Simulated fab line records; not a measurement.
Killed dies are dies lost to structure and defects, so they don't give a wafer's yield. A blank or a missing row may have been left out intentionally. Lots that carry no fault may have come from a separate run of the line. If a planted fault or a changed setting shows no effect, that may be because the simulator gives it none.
fab line records -- flow sfq_line
[record] lots = 14, wafers = 42, last_day = 100
route steps=325 shown I0@56 M3@119 I3@135
lots with no fault: from the same line, run without faults
start_h: the number of hours between the record's first day and the start of the first shown wafer of the lot -- wait_h: time in hours since the lot's previous step -- " identical to the entry in the row above -- L1.1+2: one row covering several wafers at once -- - value missing, or start not given -- * or withheld: withheld -- < > ~ a bound
route shown NAME@n: names a module that has steps shown in the file, with the first one's number in the route -- usual: average and standard deviation across the fault-free wafers -- same: alike in all rows -- chamber/n: place in a boat -- sites: each site's reading -- _std_site: the values' standard deviation -- _edge_site: inner sites' mean taken away from outer sites' mean -- radius_mm: how far each site lies from the wafer's centre -- mask NAME#n: copy n -- behind: the last tool/chamber to shape the wafer -- hold: why the lot was held/for how many hours/how that ended -- device: the n, p or np transistor that did not switch -- end of line: at the end of the route, the tests of the same wafers -- a step given without rows: its recipe and nothing more -- killed: at the first sort, the dies lost to defects and structure; wafer yield is something else -- map: shows each die of a wafer: x if killed, . if not, _ if none is there
set.NAME: setting as actually run; set.NAME@STEP: the setting as run at that earlier step -- model.NAME: the simulator's own value behind a step, which no gauge read
route steps across a sampled set of lots; one table per step, one row per wafer
services: when a tool's chamber went out of use (start_h, in hours from the record's first day, below 0 if earlier), for how many hours, and the reason
[[steps]]
[step SFQ_TRILAYER_I0_VIA_STRIP_STRIP_035]
[recipe] gas = O2, power_w = 200, platen_temp_c = 40, overash_fraction = 0.65, chemistry = O2, pressure_mtorr = 50
[usual] drypump_motor_current_A = 5.8/0.32, oes_product_au = 0.999/0.0084
[same] overash_fraction = 0.65
lot.wafer,tool,chamber,start_h,wait_h,drypump_motor_current_A,oes_product_au,rf_hours_counter_h
L638.1,rie_metal-02,1,400.56,-,6.3,0.993,122
L638.2,rie_metal-02,0,400.56,-,5.6,0.990,75
L638.3,rie_metal-02,1,400.56,-,6.3,1.000,-
L639.1,rie_metal-02,1,423.36,-,6.4,0.991,124
L639.3,rie_metal-02,1,423.36,-,6.4,0.993,-
L639.5,rie_metal-02,1,423.36,-,6.4,1.001,-
L640.2,rie_metal-03,0,427.16,-,6.0,1.007,-
L640.4,rie_metal-03,0,427.16,-,6.0,1.010,-
L640.6,rie_metal-03,0,427.16,-,6.0,1.006,-
L641.2,rie_metal-03,0,433.29,-,6.0,1.009,-
L641.3,rie_metal-03,0,433.29,-,6.0,1.013,-
L641.6,rie_metal-03,0,433.29,-,6.0,1.010,-
L643.1,rie_metal-02,0,462.64,-,5.6,0.996,81
L643.4,rie_metal-02,1,462.64,-,6.4,0.990,-
L643.5,rie_metal-02,0,462.64,-,5.6,1.002,-
L644.1,rie_metal-02,1,486.64,-,6.3,0.992,130
L644.4,rie_metal-02,0,486.64,-,5.6,1.005,-
L644.5,rie_metal-02,1,486.64,-,6.3,0.996,-
L645.1,rie_metal-01,1,495.04,-,5.5,0.996,135
L645.3,rie_metal-01,1,495.04,-,5.5,0.994,-
L645.5,rie_metal-01,1,495.04,-,5.5,0.992,-
L646.1,rie_metal-02,1,503.44,-,6.4,0.993,132
L646.2,rie_metal-02,0,503.44,-,5.6,1.012,86
L646.4,rie_metal-02,1,503.44,-,6.4,1.001,-
L651.1,rie_metal-03,1,551.56,-,5.2,0.996,52
L651.5,rie_metal-03,1,551.56,-,5.3,0.993,-
L651.6,rie_metal-03,0,551.56,-,6.0,1.013,-
L653.2,rie_metal-01,0,567.49,-,5.8,0.987,-
L653.3,rie_metal-01,0,567.49,-,5.8,0.998,-
L653.4,rie_metal-01,0,567.49,-,5.8,0.996,-
L655.1,rie_metal-02,0,586.61,-,5.6,1.010,98
L655.4,rie_metal-02,0,586.61,-,5.6,0.988,-
L655.6,rie_metal-02,0,586.61,-,5.6,0.999,-
L658.3,rie_metal-01,0,603.91,-,5.8,1.003,-
L658.4,rie_metal-01,1,603.91,-,5.4,0.982,-
L658.6,rie_metal-01,0,603.91,-,5.8,1.001,-
L660.1,rie_metal-01,0,629.78,-,5.8,1.002,42
L660.4,rie_metal-01,1,629.78,-,5.5,0.991,-
L660.5,rie_metal-01,0,629.78,-,5.8,1.000,-
L661.1,rie_metal-01,1,639.15,-,5.5,0.996,7
L661.3,rie_metal-01,1,639.15,-,5.5,0.993,-
L661.6,rie_metal-01,1,639.15,-,5.5,0.994,-
[step SFQ_TRILAYER_M3_DEP_SPUTTER_073]
[recipe] material = Nb, base_pressure_pa = 1.33e-06, chamber_pressure_pa = 0.1333, substrate_temp_c = 20, resputter_cathode_voltage_v = 400, target_thk_nm = 200, power_w = 2000, time_s = 133.3
[usual] cathode_dc_power_W = 2000.0/0.37, substrate_temp_c = 20.01/0.11, throttle_valve_pct = 30.0/1.2
[same] time_s = 133.3
lot.wafer,tool,chamber,start_h,wait_h,cathode_dc_power_W,substrate_temp_c,throttle_valve_pct
L638.1,pvd_sputter-05,-,1039.06,0.0,2000.0,19.93,31.1
L638.2,pvd_sputter-05,-,1039.06,0.0,2000.5,20.10,28.6
L638.3,pvd_sputter-05,-,1039.06,0.0,1999.8,19.89,29.8
L639.1,pvd_sputter-05,-,1065.86,0.0,1999.7,19.98,28.5
L639.3,pvd_sputter-05,-,1065.86,0.0,2000.1,19.91,29.5
L639.5,pvd_sputter-05,-,1065.86,0.0,1999.7,19.96,29.5
L640.2,pvd_sputter-05,-,1071.88,0.0,2000.0,20.19,28.9
L640.4,pvd_sputter-05,-,1071.88,0.0,2000.6,20.06,29.6
L640.6,pvd_sputter-05,-,1071.88,0.0,1999.8,20.17,29.2
L641.2,pvd_sputter-05,-,1077.86,0.0,2000.2,19.89,31.1
L641.3,pvd_sputter-05,-,1077.86,0.0,1999.9,19.98,29.7
L641.6,pvd_sputter-05,-,1077.86,0.0,2000.1,20.00,28.7
L643.1,pvd_sputter-06,-,1098.22,0.0,2000.2,20.02,32.9
L643.4,pvd_sputter-06,-,1098.22,0.0,1999.8,19.92,30.1
L643.5,pvd_sputter-06,-,1098.22,0.0,1999.8,20.02,30.7
L644.1,pvd_sputter-06,-,1132.41,0.0,2000.4,20.06,29.6
L644.4,pvd_sputter-06,-,1132.41,0.0,2000.3,20.09,30.4
L644.5,pvd_sputter-06,-,1132.41,0.0,2000.0,20.14,30.6
L645.1,pvd_sputter-04,-,1139.59,0.0,1999.6,19.84,28.8
L645.3,pvd_sputter-04,-,1139.59,0.0,1999.9,20.05,30.4
L645.5,pvd_sputter-04,-,1139.59,0.0,2000.1,20.03,28.9
L646.1,pvd_sputter-04,-,1148.10,0.0,1999.8,20.03,30.1
L646.2,pvd_sputter-04,-,1148.10,0.0,2000.1,19.99,29.5
L646.4,pvd_sputter-04,-,1148.10,0.0,1999.4,19.94,28.5
L651.1,pvd_sputter-04,-,1193.82,0.0,1734.8,19.84,30.5
L651.5,pvd_sputter-04,-,1193.82,0.0,1734.8,19.92,29.4
L651.6,pvd_sputter-04,-,1193.82,0.0,1735.1,20.20,28.4
L653.2,pvd_sputter-04,-,1204.62,0.0,1734.4,19.79,28.2
L653.3,pvd_sputter-04,-,1204.62,0.0,1735.1,20.01,29.4
L653.4,pvd_sputter-04,-,1204.62,0.0,1735.2,20.01,28.9
L655.1,pvd_sputter-06,-,1213.22,0.0,1999.9,19.89,29.8
L655.4,pvd_sputter-06,-,1213.22,0.0,2000.3,19.99,32.9
L655.6,pvd_sputter-06,-,1213.22,0.0,2000.4,19.82,32.9
L658.3,pvd_sputter-06,-,1234.64,0.0,1999.6,20.18,30.2
L658.4,pvd_sputter-06,-,1234.64,0.0,2000.1,20.04,29.7
L658.6,pvd_sputter-06,-,1234.64,0.0,1999.9,19.93,29.8
L660.1,pvd_sputter-06,-,1265.95,0.0,2000.2,20.15,32.5
L660.4,pvd_sputter-06,-,1265.95,0.0,1999.3,19.96,30.0
L660.5,pvd_sputter-06,-,1265.95,0.0,2000.2,20.15,29.4
L661.1,pvd_sputter-04,-,1275.55,0.0,1999.5,19.91,30.4
L661.3,pvd_sputter-04,-,1275.55,0.0,2000.9,19.84,29.0
L661.6,pvd_sputter-04,-,1275.55,0.0,2000.0,19.95,29.0
[step SFQ_M3_RS_MEAS_919]
[recipe] thk_meas_gauge = four-point-probe, reads = Nb_of_TRILAYER_M3_DEP_SPUTTER_073
[usual] M3_NB_RS = 0.889/0.01
lot.wafer,tool,chamber,start_h,wait_h,hold,M3_NB_RS[ohm/sq]
L638.1,film_metro-03,-,1039.15,0.0,-,0.882
L638.2,film_metro-03,-,1039.15,0.0,-,0.880
L638.3,film_metro-03,-,1039.15,0.0,-,0.883
L639.1,film_metro-04,-,1065.95,0.0,-,0.886
L639.3,film_metro-04,-,1065.95,0.0,-,0.894
L639.5,film_metro-04,-,1065.95,0.0,-,0.886
L640.2,film_metro-01,-,1071.99,0.1,-,0.895
L640.4,film_metro-01,-,1071.99,0.1,-,0.887
L640.6,film_metro-01,-,1071.99,0.1,-,0.886
L641.2,film_metro-03,-,1077.97,0.1,-,0.879
L641.3,film_metro-03,-,1077.97,0.1,-,0.884
L641.6,film_metro-03,-,1077.97,0.1,-,0.878
L643.1,film_metro-04,-,1098.31,0.0,-,0.903
L643.4,film_metro-04,-,1098.31,0.0,-,0.887
L643.5,film_metro-04,-,1098.31,0.0,-,0.890
L644.1,film_metro-03,-,1132.50,0.0,-,0.900
L644.4,film_metro-03,-,1132.50,0.0,-,0.896
L644.5,film_metro-03,-,1132.50,0.0,-,0.900
L645.1,film_metro-03,-,1139.68,0.0,-,0.877
L645.3,film_metro-03,-,1139.68,0.0,-,0.871
L645.5,film_metro-03,-,1139.68,0.0,-,0.889
L646.1,film_metro-03,-,1148.19,0.0,-,0.879
L646.2,film_metro-03,-,1148.19,0.0,-,0.887
L646.4,film_metro-03,-,1148.19,0.0,-,0.891
L651.1,film_metro-01,-,1193.91,0.0,await_dispo/0.2h/release,1.002
L651.5,film_metro-01,-,1193.91,0.0,await_dispo/0.2h/release,1.014
L651.6,film_metro-01,-,1193.91,0.0,await_dispo/0.2h/release,1.001
L651.1,film_metro-01,-,1194.20,0.3,-,1.001
L651.5,film_metro-01,-,1194.20,0.3,-,1.012
L651.6,film_metro-01,-,1194.20,0.3,-,1.002
L653.2,film_metro-03,-,1204.73,0.1,await_dispo/0.2h/release,0.997
L653.3,film_metro-03,-,1204.73,0.1,await_dispo/0.2h/release,1.002
L653.4,film_metro-03,-,1204.73,0.1,await_dispo/0.2h/release,1.005
L653.2,film_metro-03,-,1205.02,0.3,-,1.001
L653.3,film_metro-03,-,1205.02,0.3,-,1.002
L653.4,film_metro-03,-,1205.02,0.3,-,1.004
L655.1,film_metro-01,-,1213.31,0.0,-,0.898
L655.4,film_metro-01,-,1213.31,0.0,-,0.911
L655.6,film_metro-01,-,1213.31,0.0,-,0.904
L658.3,film_metro-03,-,1234.77,0.1,-,0.891
L658.4,film_metro-03,-,1234.77,0.1,-,0.890
L658.6,film_metro-03,-,1234.77,0.1,-,0.891
L660.1,film_metro-03,-,1266.04,0.0,-,0.906
L660.4,film_metro-03,-,1266.04,0.0,-,0.900
L660.5,film_metro-03,-,1266.04,0.0,-,0.891
L661.1,film_metro-04,-,1275.64,0.0,-,0.874
L661.3,film_metro-04,-,1275.64,0.0,-,0.878
L661.6,film_metro-04,-,1275.64,0.0,-,0.882
[step SFQ_TRILAYER_M3_ETCH_METAL_ETCH_078]
[recipe] target = Nb, stop_on = SiO2, mask_material = PR, chemistry = Cl2/Ar, target_depth_nm = 240, icp_w = 600, bias_w = 80, pressure_mtorr = 10, time_s = 120
[usual] drypump_motor_current_A = 5.9/0.45, oes_product_au = 0.895/0.007
[same] time_s = 120
lot.wafer,tool,chamber,start_h,wait_h,drypump_motor_current_A,oes_product_au,rf_hours_counter_h
L638.1,rie_metal-03,0,1041.74,0.1,6.0,0.900,82
L638.2,rie_metal-03,0,1041.74,0.1,6.0,0.903,-
L638.3,rie_metal-03,0,1041.74,0.1,6.0,0.898,-
L639.1,rie_metal-03,0,1068.81,0.0,6.0,0.893,87
L639.3,rie_metal-03,0,1068.81,0.0,6.0,0.890,-
L639.5,rie_metal-03,0,1068.81,0.0,6.0,0.897,-
L640.2,rie_metal-02,0,1074.49,0.0,5.6,0.892,28
L640.4,rie_metal-02,1,1074.49,0.0,6.4,0.892,-
L640.6,rie_metal-02,1,1074.49,0.0,6.4,0.899,-
L641.2,rie_metal-03,0,1081.08,0.0,6.0,0.904,89
L641.3,rie_metal-03,1,1081.08,0.0,5.3,0.896,-
L641.6,rie_metal-03,0,1081.08,0.0,6.0,0.896,-
L643.1,rie_metal-02,1,1101.14,0.0,6.3,0.880,67
L643.4,rie_metal-02,0,1101.14,0.0,5.6,0.886,-
L643.5,rie_metal-02,1,1101.14,0.0,6.3,0.885,-
L644.1,rie_metal-03,0,1135.07,0.0,6.0,0.888,94
L644.4,rie_metal-03,1,1135.07,0.0,5.3,0.882,-
L644.5,rie_metal-03,1,1135.07,0.0,5.3,0.887,-
L645.1,rie_metal-03,0,1142.21,0.0,6.0,0.913,95
L645.3,rie_metal-03,1,1142.21,0.0,5.3,0.901,-
L645.5,rie_metal-03,0,1142.21,0.0,6.0,0.888,-
L646.1,rie_metal-02,0,1150.90,0.0,5.6,0.899,37
L646.2,rie_metal-02,1,1150.90,0.0,6.3,0.901,73
L646.4,rie_metal-02,0,1150.90,0.0,5.6,0.892,-
L651.1,rie_metal-03,1,1205.08,0.0,5.3,0.831,16
L651.5,rie_metal-03,0,1205.08,0.0,6.0,0.822,-
L651.6,rie_metal-03,1,1205.08,0.0,5.3,0.836,-
L653.2,rie_metal-04,1,1214.11,0.0,6.1,0.837,107
L653.3,rie_metal-04,1,1214.11,0.0,6.1,0.829,-
L653.4,rie_metal-04,0,1214.11,0.0,6.7,0.833,-
L655.1,rie_metal-04,0,1219.45,0.0,6.7,0.893,82
L655.4,rie_metal-04,0,1219.45,0.0,6.7,0.879,-
L655.6,rie_metal-04,0,1219.45,0.0,6.7,0.888,-
L658.3,rie_metal-02,0,1237.30,0.1,5.6,0.898,-
L658.4,rie_metal-02,1,1237.30,0.1,6.4,0.897,-
L658.6,rie_metal-02,0,1237.30,0.1,5.6,0.893,-
L660.1,rie_metal-02,0,1268.57,0.0,5.6,0.879,53
L660.4,rie_metal-02,0,1268.57,0.0,5.6,0.889,-
L660.5,rie_metal-02,1,1268.57,0.0,6.3,0.892,-
L661.1,rie_metal-02,0,1409.17,0.0,5.6,0.898,71
L661.3,rie_metal-02,1,1409.17,0.0,6.4,0.906,-
L661.6,rie_metal-02,1,1409.17,0.0,6.3,0.900,-
[step SFQ_I3_BOW_MEAS_922]
[recipe] mode = bow
[usual] I3_BOW = 3/9.3
lot.wafer,tool,chamber,start_h,wait_h,I3_BOW[um]
L638.1,film_metro-03,-,1046.44,1.5,-9
L638.2,film_metro-03,-,1046.44,1.5,5
L638.3,film_metro-03,-,1046.44,1.5,-2
L639.1,film_metro-02,-,1078.03,1.5,-6
L639.3,film_metro-02,-,1078.03,1.5,-13
L639.5,film_metro-02,-,1078.03,1.5,-10
L640.2,film_metro-04,-,1086.12,1.0,13
L640.4,film_metro-04,-,1086.12,1.0,2
L640.6,film_metro-04,-,1086.12,1.0,-3
L641.2,film_metro-02,-,1093.96,2.5,-11
L641.3,film_metro-02,-,1093.96,2.5,-4
L641.6,film_metro-02,-,1093.96,2.5,2
L643.1,film_metro-03,-,1108.94,2.5,16
L643.4,film_metro-03,-,1108.94,2.5,21
L643.5,film_metro-03,-,1108.94,2.5,16
L644.1,film_metro-02,-,1140.16,2.0,22
L644.4,film_metro-02,-,1140.16,2.0,12
L644.5,film_metro-02,-,1140.16,2.0,20
L645.1,film_metro-02,-,1146.18,2.0,-5
L645.3,film_metro-02,-,1146.18,2.0,-8
L645.5,film_metro-02,-,1146.18,2.0,-8
L646.1,film_metro-04,-,1154.88,1.5,9
L646.2,film_metro-04,-,1154.88,1.5,3
L646.4,film_metro-04,-,1154.88,1.5,5
L651.1,film_metro-04,-,1211.42,1.1,10
L651.5,film_metro-04,-,1211.42,1.1,3
L651.6,film_metro-04,-,1211.42,1.1,-9
L653.2,film_metro-03,-,1220.30,1.0,-8
L653.3,film_metro-03,-,1220.30,1.0,-6
L653.4,film_metro-03,-,1220.30,1.0,-13
L655.1,film_metro-04,-,1229.28,2.5,16
L655.4,film_metro-04,-,1229.28,2.5,19
L655.6,film_metro-04,-,1229.28,2.5,-7
L658.3,film_metro-04,-,1243.33,2.5,-10
L658.4,film_metro-04,-,1243.33,2.5,-12
L658.6,film_metro-04,-,1243.33,2.5,-13
L660.1,film_metro-03,-,1282.83,2.0,3
L660.4,film_metro-03,-,1282.83,2.0,6
L660.5,film_metro-03,-,1282.83,2.0,-3
L661.1,film_metro-03,-,1413.15,2.0,11
L661.3,film_metro-03,-,1413.15,2.0,10
L661.6,film_metro-03,-,1413.15,2.0,13
[step SFQ_TRILAYER_I3_METRO_MEASURE_083]
[usual] thk_nm = 199.9/1.1
lot.wafer,tool,chamber,start_h,wait_h,thk_nm
L638.1,film_metro-03,-,1046.56,0.1,199.4
L638.2,film_metro-03,-,1046.56,0.1,198.8
L638.3,film_metro-03,-,1046.56,0.1,199.0
L639.1,film_metro-02,-,1078.15,0.1,200.0
L639.3,film_metro-02,-,1078.15,0.1,200.7
L639.5,film_metro-02,-,1078.15,0.1,200.8
L640.2,film_metro-04,-,1086.42,0.3,200.7
L640.4,film_metro-04,-,1086.42,0.3,200.9
L640.6,film_metro-04,-,1086.42,0.3,201.5
L641.2,film_metro-02,-,1094.26,0.3,200.0
L641.3,film_metro-02,-,1094.26,0.3,199.8
L641.6,film_metro-02,-,1094.26,0.3,200.9
L643.1,film_metro-03,-,1109.06,0.1,200.0
L643.4,film_metro-03,-,1109.06,0.1,200.8
L643.5,film_metro-03,-,1109.06,0.1,201.2
L644.1,film_metro-02,-,1140.28,0.1,197.5
L644.4,film_metro-02,-,1140.28,0.1,198.8
L644.5,film_metro-02,-,1140.28,0.1,197.4
L645.1,film_metro-02,-,1146.30,0.1,201.1
L645.3,film_metro-02,-,1146.30,0.1,200.3
L645.5,film_metro-02,-,1146.30,0.1,199.6
L646.1,film_metro-04,-,1155.00,0.1,200.3
L646.2,film_metro-04,-,1155.00,0.1,199.8
L646.4,film_metro-04,-,1155.00,0.1,199.5
L651.1,film_metro-04,-,1211.54,0.1,199.8
L651.5,film_metro-04,-,1211.54,0.1,199.8
L651.6,film_metro-04,-,1211.54,0.1,199.3
L653.2,film_metro-03,-,1220.60,0.3,199.1
L653.3,film_metro-03,-,1220.60,0.3,199.4
L653.4,film_metro-03,-,1220.60,0.3,200.3
L655.1,film_metro-04,-,1229.40,0.1,200.2
L655.4,film_metro-04,-,1229.40,0.1,197.9
L655.6,film_metro-04,-,1229.40,0.1,199.6
L658.3,film_metro-04,-,1243.81,0.5,199.5
L658.4,film_metro-04,-,1243.81,0.5,198.9
L658.6,film_metro-04,-,1243.81,0.5,200.4
L660.1,film_metro-03,-,1282.95,0.1,202.4
L660.4,film_metro-03,-,1282.95,0.1,201.5
L660.5,film_metro-03,-,1282.95,0.1,200.3
L661.1,film_metro-03,-,1413.27,0.1,199.6
L661.3,film_metro-03,-,1413.27,0.1,200.0
L661.6,film_metro-03,-,1413.27,0.1,200.8
[[services]]
tool,chamber,start_h,hours,kind
pvd_sputter-06,-,390.23,3.6,repair
rie_metal-03,0,393.55,15.6,repair
pvd_sputter-06,-,421.50,5.3,repair
rie_metal-03,1,425.89,24.6,repair
rie_metal-02,1,525.87,8.2,repair
rie_metal-03,0,591.17,129.4,repair
rie_metal-02,-,673.39,1.9,repair
rie_metal-02,1,686.46,5.0,repair
rie_metal-03,1,698.54,26.8,repair
rie_metal-03,-,720.57,14.6,pm
rie_metal-03,-,789.94,1.3,repair
rie_metal-02,-,794.30,0.2,repair
rie_metal-02,0,827.11,1.4,repair
rie_metal-03,-,871.42,2.8,pm
rie_metal-02,-,901.13,0.8,repair
rie_metal-02,1,907.36,12.6,repair
rie_metal-02,-,1015.17,1.4,pm
rie_metal-02,-,1052.81,0.2,repair
rie_metal-02,-,1136.61,0.9,repair
rie_metal-03,-,1307.62,11.0,repair
rie_metal-03,-,1352.48,0.8,repair
rie_metal-03,-,1359.54,0.2,repair
rie_metal-02,-,1366.26,2.8,pm
rie_metal-02,1,1373.43,2.6,repair
[[key]]
[first_sign] step = SFQ_TRILAYER_M3_DEP_SPUTTER_073, reading = cathode_dc_power_W, direction = down, sigmas = 99+, usual = 2000.0, struck = 1734.9
[effect] step = SFQ_M3_RS_MEAS_919, reading = visit, direction = added
[effect] step = SFQ_M3_RS_MEAS_919, reading = M3_NB_RS, direction = up, sigmas = 11, usual = 0.889, struck = 1.004
[effect] step = SFQ_TRILAYER_M3_ETCH_METAL_ETCH_078, reading = oes_product_au, direction = down, sigmas = 9.1, usual = 0.895, struck = 0.831
met_at SFQ_TRILAYER_M3_DEP_SPUTTER_073
struck_lots L651,L653
not_acting_at SFQ_TRILAYER_I0_VIA_STRIP_STRIP_035,SFQ_I3_BOW_MEAS_922,SFQ_TRILAYER_I3_METRO_MEASURE_083
onset_between 1148.10 1193.82
[fault] kind = process_parameter_drift, tool = pvd_sputter-04, chamber = -, onset_h = 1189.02, steps = SFQ_TRILAYER_M3_DEP_SPUTTER_073, channel = power_w, offset = -265.12, shape = step, end_h = 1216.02, acts_in = these_recipes_only, stated = 2000
